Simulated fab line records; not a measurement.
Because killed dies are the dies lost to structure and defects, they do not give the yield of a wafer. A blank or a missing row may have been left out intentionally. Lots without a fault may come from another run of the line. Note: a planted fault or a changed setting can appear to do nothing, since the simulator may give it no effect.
Which tool is to blame? + flow gf180mcu + 11 lots with 33 wafers sampled at 7 steps, on a route of 602 steps

## WHAT THE GAUGES READ, wafer by wafer
GF_V2_RS_MEAS_24: measures by four-point-probe.
| lot  | measured     | on            | V2_W_RS (ohm/sq)  |
|------|--------------|---------------|-------------------|
| L830 | day 20 16:37 | film-metro-01 | 0.328 0.330 0.330 |
| L832 | day 21 07:47 | film-metro-04 | 0.329 0.328 0.329 |
| L834 | day 22 09:55 | film-metro-01 | 0.335 0.337 0.336 |
| L836 | day 23 03:34 | film-metro-01 | 0.326 0.333 0.325 |
| L837 | day 23 05:40 | film-metro-01 | 0.326 0.324 0.326 |
| L838 | day 23 17:23 | film-metro-01 | 0.322 0.325 0.321 |
| L839 | day 24 01:56 | film-metro-01 | 0.328 0.325 0.323 |
| L840 | day 24 09:08 | film-metro-04 | 0.325 0.321 0.326 |
| L845 | day 25 21:23 | film-metro-03 | 0.401 0.397 0.396 |
| L847 | day 26 15:40 | film-metro-01 | 0.402 0.396 0.394 |
| L852 | day 28 07:13 | film-metro-04 | 0.332 0.329 0.329 |

GF_V2_THK_MEAS_25: measures by xrf.
| lot  | measured     | on            | V2_W_THK (nm) |
|------|--------------|---------------|---------------|
| L830 | day 20 16:43 | film-metro-01 | 359 356 357   |
| L832 | day 21 07:54 | film-metro-04 | 353 354 352   |
| L834 | day 22 10:01 | film-metro-01 | 355 354 356   |
| L836 | day 23 03:40 | film-metro-01 | 363 356 363   |
| L837 | day 23 05:47 | film-metro-01 | 362 365 362   |
| L838 | day 23 17:30 | film-metro-01 | 369 362 369   |
| L839 | day 24 02:03 | film-metro-01 | 356 355 358   |
| L840 | day 24 09:15 | film-metro-04 | 361 366 360   |
| L845 | day 25 21:31 | film-metro-03 | 290 296 295   |
| L847 | day 26 15:47 | film-metro-01 | 292 298 297   |
| L852 | day 28 07:20 | film-metro-04 | 353 358 361   |

GF_M3_RS_MEAS_05: measures by four-point-probe.
| lot  | measured     | on            | M3_ALCU_RS (ohm/sq)  |
|------|--------------|---------------|----------------------|
| L830 | day 20 17:19 | film-metro-02 | 0.0675 0.0698 0.0693 |
| L832 | day 21 08:29 | film-metro-02 | 0.0700 0.0698 0.0706 |
| L834 | day 22 10:37 | film-metro-03 | 0.0699 0.0699 0.0691 |
| L836 | day 23 04:16 | film-metro-03 | 0.0683 0.0693 0.0693 |
| L837 | day 23 06:22 | film-metro-03 | 0.0697 0.0696 0.0699 |
| L838 | day 23 18:05 | film-metro-03 | 0.0692 0.0691 0.0690 |
| L839 | day 24 02:38 | film-metro-04 | 0.0707 0.0692 0.0710 |
| L840 | day 24 09:50 | film-metro-02 | 0.0691 0.0696 0.0696 |
| L845 | day 25 22:05 | film-metro-03 | 0.0707 0.0694 0.0687 |
| L847 | day 26 16:22 | film-metro-02 | 0.0695 0.0690 0.0682 |
| L852 | day 28 07:55 | film-metro-02 | 0.0695 0.0683 0.0686 |

## WHICH TOOL RAN EACH LOT (tool, then ch and the chambers of the sampled wafers, then the start)
| lot  | GF_M2_STRIP_17                       | GF_V2_ETCH_17                                 | GF_V2_CVD_23                  | GF_V2_CMP_26                  |
|------|--------------------------------------|-----------------------------------------------|-------------------------------|-------------------------------|
| L830 | plasma-asher-01 ch 0,1, day 19 14:17 | rie-diel-01 ch 0,2,3, day 20 16:31 or earlier | cvd-w-01 ch 0,1, day 20 16:31 | cmp-02 ch 1,2,3, day 20 16:52 |
| L832 | plasma-asher-04 ch 0,1, day 20 05:05 | rie-diel-04 ch 0,1,2, day 21 07:40 or earlier | cvd-w-02 ch 0,1, day 21 07:40 | cmp-01 ch 0,2,3, day 21 07:58 |
| L834 | plasma-asher-04 ch 0,1, day 21 08:18 | rie-diel-01 ch 0,1, day 22 09:48 or earlier   | cvd-w-01 ch 0,1, day 22 09:48 | cmp-01 ch 1,2,3, day 22 10:10 |
| L836 | plasma-asher-01 ch 0,1, day 22 01:45 | rie-diel-01 ch 1,3, day 23 03:28 or earlier   | cvd-w-02 ch 0,1, day 23 03:28 | cmp-02 ch 0,1,3, day 23 03:43 |
| L837 | plasma-asher-04 ch 0,1, day 22 03:50 | rie-diel-01 ch 0,2,3, day 23 05:33 or earlier | cvd-w-02 ch 0,1, day 23 05:33 | cmp-01 ch 0,1,2, day 23 05:53 |
| L838 | plasma-asher-04 ch 0,1, day 22 16:20 | rie-diel-03 ch 1,2,3, day 23 17:15 or earlier | cvd-w-02 ch 0,1, day 23 17:15 | cmp-02 ch 1,2,3, day 23 17:36 |
| L839 | plasma-asher-03 ch 0,1, day 23 01:14 | rie-diel-03 ch 0,3, day 24 01:49 or earlier   | cvd-w-02 ch 0,1, day 24 01:49 | cmp-02 ch 1,2, day 24 02:06   |
| L840 | plasma-asher-01 ch 0,1, day 23 08:08 | rie-diel-03 ch 0,1,3, day 24 09:01 or earlier | cvd-w-02 ch 0,1, day 24 09:01 | cmp-02 ch 0,1,3, day 24 09:25 |
| L845 | plasma-asher-03 ch 0,1, day 24 21:37 | rie-diel-04 ch 0,2, day 25 21:17 or earlier   | cvd-w-02 ch 0,1, day 25 21:17 | cmp-01 ch 0,3, day 25 21:34   |
| L847 | plasma-asher-04 ch 0,1, day 25 15:58 | rie-diel-01 ch 1,2, day 26 15:33 or earlier   | cvd-w-02 ch 0,1, day 26 15:33 | cmp-02 ch 1,2,3, day 26 15:59 |
| L852 | plasma-asher-03 ch 0,1, day 27 08:43 | rie-diel-03 ch 0,3, day 28 07:07 or earlier   | cvd-w-01 ch 1, day 28 07:07   | cmp-02 ch 0,1, day 28 07:24   |
- GF_M2_STRIP_17: strips in O2/N2.
- GF_V2_ETCH_17: etches SiO2 in C4F8/O2/Ar, stops on TiN, target depth 630 nm.
- GF_V2_CVD_23: deposits W, target thk 350 nm, time 104.94 s.
- GF_V2_CMP_26: polishes, stops on SiO2, t overpolish 15 s, target thk 0 nm.

## WHAT THE TOOLS THEMSELVES READ (means of the sampled wafers that have a number; where no wafer has one, the mark that the record gives instead)
GF_M2_STRIP_17.
| lot  | tool            | drypump-motor-current-A (A) | heater-power-w (W) | oes-product-au (a.u.) | strip-time-to-endpoint-s (s) |
|------|-----------------|-----------------------------|--------------------|-----------------------|------------------------------|
| L830 | plasma-asher-01 | 5.6                         | 319                | 0.554                 | 7.81                         |
| L832 | plasma-asher-04 | 5.3                         | 339                | 0.557                 | 7.83                         |
| L834 | plasma-asher-04 | 5.4                         | 355                | 0.558                 | 7.87                         |
| L836 | plasma-asher-01 | 5.6                         | 319                | 0.555                 | 7.84                         |
| L837 | plasma-asher-04 | 5.3                         | 346                | 0.559                 | 7.88                         |
| L838 | plasma-asher-04 | 5.9                         | 357                | 0.556                 | 7.90                         |
| L839 | plasma-asher-03 | 5.4                         | 331                | 0.554                 | 7.76                         |
| L840 | plasma-asher-01 | 5.7                         | 334                | 0.560                 | 7.89                         |
| L845 | plasma-asher-03 | 5.1                         | 396                | 0.559                 | 7.82                         |
| L847 | plasma-asher-04 | 5.3                         | 347                | 0.559                 | 7.86                         |
| L852 | plasma-asher-03 | 5.4                         | 338                | 0.563                 | 7.92                         |

GF_V2_ETCH_17.
| lot  | tool        | oes-product-au (a.u.) |
|------|-------------|-----------------------|
| L830 | rie-diel-01 | 0.852                 |
| L832 | rie-diel-04 | 0.858                 |
| L834 | rie-diel-01 | 0.856                 |
| L836 | rie-diel-01 | 0.858                 |
| L837 | rie-diel-01 | 0.854                 |
| L838 | rie-diel-03 | 0.852                 |
| L839 | rie-diel-03 | 0.856                 |
| L840 | rie-diel-03 | 0.855                 |
| L845 | rie-diel-04 | 0.859                 |
| L847 | rie-diel-01 | 0.853                 |
| L852 | rie-diel-03 | 0.854                 |

GF_V2_CVD_23.
| lot  | tool     | heater-power-w (W) |
|------|----------|--------------------|
| L830 | cvd-w-01 | 793                |
| L832 | cvd-w-02 | 760                |
| L834 | cvd-w-01 | 795                |
| L836 | cvd-w-02 | 779                |
| L837 | cvd-w-02 | 766                |
| L838 | cvd-w-02 | 772                |
| L839 | cvd-w-02 | 756                |
| L840 | cvd-w-02 | 785                |
| L845 | cvd-w-02 | 788                |
| L847 | cvd-w-02 | 759                |
| L852 | cvd-w-01 | 834                |

GF_V2_CMP_26.
| lot  | tool   | motor-current-A (A) | time-to-endpoint-s (s) |
|------|--------|---------------------|------------------------|
| L830 | cmp-02 | 11.4                | 79                     |
| L832 | cmp-01 | 10.8                | 79                     |
| L834 | cmp-01 | 10.8                | 83                     |
| L836 | cmp-02 | 12.1                | 87                     |
| L837 | cmp-01 | 10.6                | 82                     |
| L838 | cmp-02 | 11.3                | 84                     |
| L839 | cmp-02 | 11.7                | 83                     |
| L840 | cmp-02 | 12.1                | 88                     |
| L845 | cmp-01 | 10.9                | 65                     |
| L847 | cmp-02 | 11.7                | 63                     |
| L852 | cmp-02 | 12.0                | 86                     |

## THE ANSWER, worked out from the rows above alone
Rule: the usual values come from the lots themselves. The widest of any qualifying gaps counts: lots, ordered by their means at a reading, are off when they make up no more than a third of the lots, leave a main group of 4 or more, and stand apart from it by 3 or more times the standard deviation of that group's means. A main group whose means are all the same, to the digits that the tables above print for the reading, isn't used. Also off: a lot with no number at a reading for which 4 or more lots have one. Where the step has rows for the other lots, those lots are counted as sound. First the gauges in route order, then the tools' own readings, where a lot's mean is used as printed above. At the first step where some lot is off, the reading lying furthest off is the one used; lots without a number count as furthest.
Off: L845, L847, at GF_V2_RS_MEAS_24 (V2_W_RS). Main group: mean 0.328 ohm/sq, sd 0.0038.
If a tool, at a process step before that reading, ran all the lots that are off and no sound lot after the first of them, it fits. The gauges at GF_V2_RS_MEAS_24 aren't tried: what is off there is off at GF_V2_CMP_26 too, on other tools, and a gauge's error can't cause that. With no start given for some of its lots, GF_V2_ETCH_17 uses the hours and lot order of GF_V2_CVD_23. One fits: cvd-w-02 at GF_V2_CVD_23. Its last sound lot is L840 (day 24 09:01), its first lot that is off L845 (day 25 21:17): a fault that began between those two fits.

## WHAT THE SIMULATOR PUT IN
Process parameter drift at GF_V2_CVD_23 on cvd-w-02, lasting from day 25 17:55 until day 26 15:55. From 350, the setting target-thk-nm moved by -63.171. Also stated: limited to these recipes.
Shown lots that were struck: L845, L847. This agrees with what the rule above found.
